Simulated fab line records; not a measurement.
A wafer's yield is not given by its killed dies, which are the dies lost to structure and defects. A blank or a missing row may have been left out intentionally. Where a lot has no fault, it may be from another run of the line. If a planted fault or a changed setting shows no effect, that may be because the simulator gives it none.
8D (eight disciplines) problem report, filled in by code    flow gf180mcu    the parts of the form that need people (team, actions taken, sign-off) are left out

== 1. PROBLEM STATEMENT ==
Wafers free of any fault read -0.1 nm (standard deviation 1.4) for VT_IMPLANT_02_OVL at GF_VT_IMPLANT_OVL_MEAS_29, against a mean of 177.2 nm on 6 wafers of 2 lots. So: +99 or more standard deviations from the usual mean.
First seen on wafer L735.2, day 9 15:40, on overlay-01. At this step, 39 wafers from 13 lots have a number in the record. Rule for "out", or "out of limits": more than 4 standard deviations from the usual mean. All remaining wafers that have a number are taken as sound.

== 2. WHAT IT IS, WHAT IT ISN'T ==
question                     is                      is not
which readings at this step  VT_IMPLANT_02_OVL       -
which lots                   L735, L738              L725, L726, L727, L728, L739, L741, L742, L745, L746, L747, L748
which wafers of those lots   all that have a number  -
read on which gauges         overlay-01              overlay-02
when                         from day 9 15:40        up to then (12 sound wafers); but 21 sound wafers of L739, L741, L742, L745, L746, L747, L748 came after

== 3. THE SUSPECTS, EACH WITH WHAT RULES IT OUT ==
Counting: a tool stays on the suspect list if, at a process step up to the reading, it processed all lots that are out and no sound lot following the first of them.
- the gauge at GF_VT_IMPLANT_OVL_MEAS_29: kept. All the wafers that are out were read on overlay-01, and no step on other tools shows them out.
- iline stepper-02 at GF_VT_IMPLANT_EXPOSE_26 (exposes mask LVPWELL HV AREA, target cd 860 nm): kept. It ran every lot that is out, first L735 (day 9 07:20), and no sound lot after that; its last sound lot up to then is L726 (day 6 22:49).
Left after counting: iline stepper-02 at GF_VT_IMPLANT_EXPOSE_26, overlay-01 at GF_VT_IMPLANT_OVL_MEAS_29.

== 4. THE CAUSE (what the simulator had put in) ==
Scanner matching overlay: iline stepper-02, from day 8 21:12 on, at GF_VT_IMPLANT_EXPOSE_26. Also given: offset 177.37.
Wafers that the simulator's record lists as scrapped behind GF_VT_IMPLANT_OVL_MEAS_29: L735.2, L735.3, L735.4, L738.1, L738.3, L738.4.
Counting left 2 suspects, and this tool is among them.

== 5. THE CHAIN OF EFFECTS, in route order ==
Each row: a reading whose mean over the struck wafers that have a number lies more than 3 standard deviations from the usual. Only readings for which the record gives a usual standard deviation are gone through. hours: the time from each lot's start at the first step in this table that gives one to its start at this step, as a median over the lots. sigmas: the change in usual standard deviations.
hours  step                       reading            usual    on struck wafers  change  sigmas
0      GF_VT_IMPLANT_OVL_MEAS_29  VT_IMPLANT_02_OVL  -0.1 nm  177.2             +177.3  +99 or more

== 6. WHAT WOULD HAVE CAUGHT IT SOONER ==
18 hours passed between the start of the fault at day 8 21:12 and the first reading out of limits at a measuring or inspecting step in this record, taken at day 9 15:40.
Lots out: 2; of these, L738 started GF_VT_IMPLANT_EXPOSE_26 on iline stepper-02 after day 9 15:40. A tool hold placed at that time would have kept it from harm.
